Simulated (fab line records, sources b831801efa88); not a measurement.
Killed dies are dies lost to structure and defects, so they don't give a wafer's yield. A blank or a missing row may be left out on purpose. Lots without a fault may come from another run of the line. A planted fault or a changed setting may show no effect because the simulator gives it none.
One fault seen from 2 desks | flow gf180mcu | each desk has only its own numbers; what lay behind them comes last

THE METROLOGY DESK
What the gauges read, lot by lot, whatever tool the lot ran on: means of the sampled wafers that have a number. A lot is out of limits, marked OUT, if its mean lies more than 4 standard deviations from the usual mean; the brackets give that distance.
Columns: A = V5_BOW at GF_V5_BOW_MEAS_05, usual 138 um; B = TOP_METAL_ALCU_RS at GF_TOP_METAL_RS_MEAS_05, usual 0.0329 ohm/sq; C = TOP_METAL_ALCU_THK at GF_TOP_METAL_THK_MEAS_06, usual 899 nm
lot  | first seen here | A   | B      | C
L590 | day 27 11:41    | 133 | 0.0332 | 887
L593 | day 28 11:44    | 129 | 0.0326 | 906
L594 | day 28 14:43    | 131 | 0.0326 | 913
L595 | day 29 01:38    | 166 | 0.0329 | 905
L600 | day 30 12:10    | 124 | 0.0321 | 914
L601 | day 30 15:48    | 134 | 0.0333 | 893
L602 | day 31 01:43    | 125 | 0.0321 | 924
L603 | day 31 05:55    | 126 | 0.0327 | 899
L608 | day 32 10:30    | 144 | 0.0327 | 905
L609 | day 32 17:37    | 144 | 0.0328 | 898
L610 | day 32 18:47    | 153 | 0.0329 | 901
This desk's finding: nothing out of limits on any of the 11 lots.

THE TOOL OWNER'S DESK: pvd_sputter-04
The tool's own readings at GF_TOP_METAL_SPUTTER_02 (material AlCu, target thk 900 nm, time 47.82 s): means of the sampled wafers that have a number, for each lot that ran on this tool. A lot is out of limits, marked OUT, if its mean lies more than 4 standard deviations from the usual mean; the brackets give that distance.
Columns: A = chamber_pressure_pa at GF_TOP_METAL_SPUTTER_02, usual 0.3001 Pa; B = throttle_valve_pct at GF_TOP_METAL_SPUTTER_02, usual 30.1 %
lot  | first seen here | A      | B
L590 | day 28 08:48    | 0.3004 | 30.3
L594 | day 29 11:10    | 0.3005 | 30.5
L600 | day 31 04:14    | 0.3009 | 30.6
L602 | day 31 18:32    | 0.3002 | 30.0
This desk's finding: nothing out of limits on any of the 4 lots.

PUT TOGETHER
The metrology desk saw nothing out of limits.
The tool owner's desk saw nothing out of limits.

WHAT THE SIMULATOR HAD PUT IN
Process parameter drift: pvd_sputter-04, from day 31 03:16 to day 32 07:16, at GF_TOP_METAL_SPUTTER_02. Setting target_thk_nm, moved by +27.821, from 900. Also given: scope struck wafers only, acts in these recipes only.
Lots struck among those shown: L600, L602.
